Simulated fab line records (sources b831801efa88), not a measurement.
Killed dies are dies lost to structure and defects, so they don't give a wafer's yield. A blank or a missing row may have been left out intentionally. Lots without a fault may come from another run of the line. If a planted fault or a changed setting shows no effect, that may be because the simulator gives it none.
Chamber matching + flow sky130 + 4 sister chambers for SKY_SONOS_ONO_ETCH_15 on rieDiel-03
The step etches the open film in CHF3/O2, target depth 19.52 nm, time 7.8 s. 8 wafers are shown with their chamber, then 8 later ones without.

WAFERS PAIRED WITH THEIR CHAMBERS
| wafer  | chamber | oesProductAu (a.u.) | throttleValvePct (%) |
|--------|---------|---------------------|----------------------|
| L833.3 | 1       | 1.002               | 8.834                |
| L833.6 | 1       | 1.007               | 8.826                |
| L840.2 | 2       | 0.990               | 8.821                |
| L840.4 | 3       | 1.004               | 8.827                |
| L848.2 | 0       | 0.995               | 8.822                |
| L848.5 | 2       | 0.988               | 8.831                |
| L848.6 | 3       | 0.996               | 8.828                |
| L850.1 | 0       | 0.997               | 8.836                |

WAFERS WHOSE CHAMBER IS MISSING
| wafer  | oesProductAu (a.u.) | throttleValvePct (%) |
|--------|---------------------|----------------------|
| L850.2 | 1.012               | 8.827                |
| L850.5 | 1.002               | 8.811                |
| L851.1 | 1.017               | 8.835                |
| L851.5 | 1.010               | 8.833                |
| L851.6 | 0.993               | 8.820                |
| L852.1 | 0.998               | 8.820                |
| L852.4 | 1.016               | 8.824                |
| L852.6 | 0.999               | 8.815                |

THE CHAMBER EACH PASSED THROUGH
| wafer  | from the rows above               | in truth |
|--------|-----------------------------------|----------|
| L850.2 | can't be placed: 1 or 3           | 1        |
| L850.5 | can't be placed: 3 or 1 or 0 or 2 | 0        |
| L851.1 | can't be placed: 1 or 3           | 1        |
| L851.5 | can't be placed: 1 or 3           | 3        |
| L851.6 | can't be placed: 2 or 0 or 3      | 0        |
| L852.1 | can't be placed: 3 or 0 or 1 or 2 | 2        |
| L852.4 | can't be placed: 1 or 3           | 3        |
| L852.6 | can't be placed: 3 or 0 or 1 or 2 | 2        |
Correctly placed: 0 of 8. From these rows, 8 cannot be placed; in 8 the true chamber is one of the candidates. 0 placed wrongly.
How it was worked out, from the rows above alone: a wafer's distance from a chamber is the root of the sum, over the readings, of the square of ((its reading less the chamber's mean) divided by the reading's scatter). The wafer belongs to the nearest chamber; if the next one is less than 2 further off, it can't be placed. The mean given for a chamber averages the wafers shown for that chamber. The scatter: take each reading less its chamber's mean, square it, sum over the shown wafers, divide by the number of wafers less the number of chambers, and take the root.
